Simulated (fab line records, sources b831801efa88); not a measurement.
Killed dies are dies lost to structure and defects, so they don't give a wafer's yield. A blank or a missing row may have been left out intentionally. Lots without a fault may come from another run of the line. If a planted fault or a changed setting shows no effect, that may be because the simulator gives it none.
Which tool is to blame? + flow gf180mcu + 7 lots (21 wafers sampled), 1 step of a 602-step route

## WHAT THE GAUGES READ, wafer by wafer
GF_VT_IMPLANT_OVL_MEAS_07.
| lot  | measured     | on         | VT_IMPLANT_OVL (nm) |
|------|--------------|------------|---------------------|
| L890 | day 5 20:23  | overlay-01 | 1.9 0.4 0.9         |
| L893 | day 6 14:26  | overlay-02 | 0.7 0.3 -1.0        |
| L895 | day 7 05:13  | overlay-01 | -0.5 -1.3 -1.1      |
| L897 | day 7 17:30  | overlay-01 | 0.7 0.1 -0.3        |
| L899 | day 8 04:53  | overlay-01 | -3.0 -1.2 -1.8      |
| L903 | day 9 05:57  | overlay-02 | -3.1 -2.9 -3.3      |
| L912 | day 11 12:00 | overlay-01 | -1.6 -2.3 -1.3      |

## EACH LOT AND THE TOOL THAT RAN IT (in order: tool; ch and the chambers of the sampled wafers; start)
Before these readings, the record contains no process step.

## THE ANSWER, worked out from the rows above alone
Rule: the lots themselves supply what counts as usual. The widest of any qualifying gaps counts: lots, ordered by their means at a reading, are off when they make up no more than a third of the lots, leave a main group of 4 or more, and stand apart from it by 3 or more times the standard deviation of that group's means. If all means in a main group match to the digits the tables above print for the reading, that group is not used. A lot without any number at a reading at which 4 lots or more have one is off too. Any other lot the step has rows for is counted as sound.
Nothing can be told from this: no lot is off at any reading shown.

## WHAT THE SIMULATOR PUT IN
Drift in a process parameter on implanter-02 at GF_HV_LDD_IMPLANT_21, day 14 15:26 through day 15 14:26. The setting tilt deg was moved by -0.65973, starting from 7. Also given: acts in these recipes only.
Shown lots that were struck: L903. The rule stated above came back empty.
